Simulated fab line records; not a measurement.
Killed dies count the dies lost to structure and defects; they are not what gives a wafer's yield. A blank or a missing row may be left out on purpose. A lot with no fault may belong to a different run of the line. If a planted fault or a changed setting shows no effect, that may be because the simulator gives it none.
Struck lot and sound lot, side by side + flow sky130 + 15 steps out of a route of 708
Sound: wafers L198.1, L198.3, L198.6. The struck wafers were L202.1, L202.3, L202.6. The cause is named last.
At each step with rows: each side's tool, then ch and its chambers, then its first start. Under that, the readings that differ: sound wafers + struck wafers + difference of the means + sigmas: that difference in standard deviations of wafers without a fault.
alike: same words and numbers on both sides, and readings whose means sit less than 2 such deviations apart. not compared: any withheld reading, any reading some wafer has no value for, any bound like >300 that may hide the same value, and any number with overlapping values for which the record gives no deviation.
A row with sigmas, a row that says differs or no value, or rows on one side alone: a step with any of these is where the two part. Numbers that don't overlap but have no deviation are shown without sigmas and don't part them. Lack of a reading on every wafer of one side parts them only where that side has two or more wafers.

SKY_VIA1_STRIP_16: strips in O2/N2.
  sound on plasma-asher-04 ch 0,1, day 37 02:43; struck on plasma-asher-04 ch 0,1, day 39 02:22
  alike: drypump-motor-current-A, oes-product-au, strip-time-to-endpoint-s
  not compared: rf-hours-counter-h
then, 4 steps without rows for these wafers: SKY_VIA1_STRIP_17 (strips in post etch residue remover, time 1200 s); SKY_VIA1_CLEAN_18 (cleans in IPA, time 180 s); SKY_VIA1_CLEAN_19 (cleans in O3/DIW); SKY_VIA1_SPUTTER_20 (material TiN, target thk 20 nm, time 80 s).
SKY_VIA1_CVD_21: deposits W, target thk 270 nm, time 80.902 s.
  sound on cvd-w-01 ch 0, day 37 03:22; struck on cvd-w-01 ch 0,1, day 39 03:02
  alike: heater-power-w
SKY_VIA1_RS_MEAS_22: uses a four-point probe to measure.
  sound on film-metro-03, day 37 03:28; struck on film-metro-04, day 39 03:08
  alike: VIA1_W_RS
SKY_VIA1_THK_MEAS_23: measures by xrf.
  sound on film-metro-03, day 37 03:35; struck on film-metro-04, day 39 03:15
  alike: VIA1_W_THK
then, 1 step without rows for these wafers: SKY_VIA1_CMP_24 (polishes, stops on SiO2, t overpolish 15 s, target thk 0 nm).
SKY_METAL2_SPUTTER_00: material Ti, target thk 15 nm, time 10 s.
  sound on pvd-sputter-02, day 37 03:57; struck on pvd-sputter-02, day 39 03:37
| reading                | sound                | struck               | difference | sigmas |
|------------------------|----------------------|----------------------|------------|--------|
| cathode-dc-power-W (W) | 3000.7 3001.3 3000.3 | 2998.9 2999.8 2999.4 | -1.4       | -3     |
  alike: chamber-pressure-pa, throttle-valve-pct
then, 1 step without rows for these wafers: SKY_METAL2_SPUTTER_01 (material TiN, target thk 20 nm, time 16.7 s).
SKY_METAL2_SPUTTER_02: material AlCu, target thk 250 nm, time 13.3 s.
  sound on pvd-sputter-02, day 37 03:59; struck on pvd-sputter-02, day 39 03:40
  alike: cathode-dc-power-W, chamber-pressure-pa, throttle-valve-pct
SKY_METAL2_SPUTTER_03: material Ti, target thk 5 nm, time 3.3 s.
  sound on pvd-sputter-02, day 37 04:01; struck on pvd-sputter-02, day 39 03:41
  no value came back on the struck wafers for cathode-dc-power-W (W), chamber-pressure-pa (Pa), throttle-valve-pct (%); on the sound wafers cathode-dc-power-W (W) reads 3000.7 3000.1 3000.9
SKY_METAL2_SPUTTER_04: material TiN, target thk 70 nm, time 58.3 s.
  sound on pvd-sputter-02, day 37 04:02; struck on pvd-sputter-02, day 39 03:42
  alike: cathode-dc-power-W, chamber-pressure-pa, throttle-valve-pct
-- the record jumps here: 11 days lie between the struck wafers' starts before and after (it left off in module METAL2 and takes up again in module PAD_OPEN, whose first step shown is number 708 of the route) --
SKY_PAD_OPEN_PROBE_99:
  sound on prober-01, day 48 05:36; struck on prober-02, day 49 15:53
| reading                       | sound                | struck               | difference | sigmas |
|-------------------------------|----------------------|----------------------|------------|--------|
| killed_at_M4_up               | 5 5 5                | 2 1 1                | -4         | -2     |
| model.etest.via2-chain.rc-ohm | 9.83 10.05 10.44     | 11.5 11.9 12.28      | +1.8       |        |
| model.etest.met2.line-ohm-um  | 0.9238 0.9208 0.9458 | 0.8898 0.8585 0.8837 | -0.0528    |        |
  alike: defect-limited-yield, killed_at_M0_to_M3, killed-at-contacts, killed-at-front-end, killed-at-other, killed-dies, killed-open, killed-short, sort_bin_3_pad_short, sort_bin_5_function, sort_bin_6_memory, sort-n-pass, sort-yield-pct
  not compared: model.etest.met2.rs-ohm-sq

WHERE THEY PART
Last at SKY_PAD_OPEN_PROBE_99 as far as this record goes, first at SKY_METAL2_SPUTTER_00.

WHY: what had been put in by the simulator
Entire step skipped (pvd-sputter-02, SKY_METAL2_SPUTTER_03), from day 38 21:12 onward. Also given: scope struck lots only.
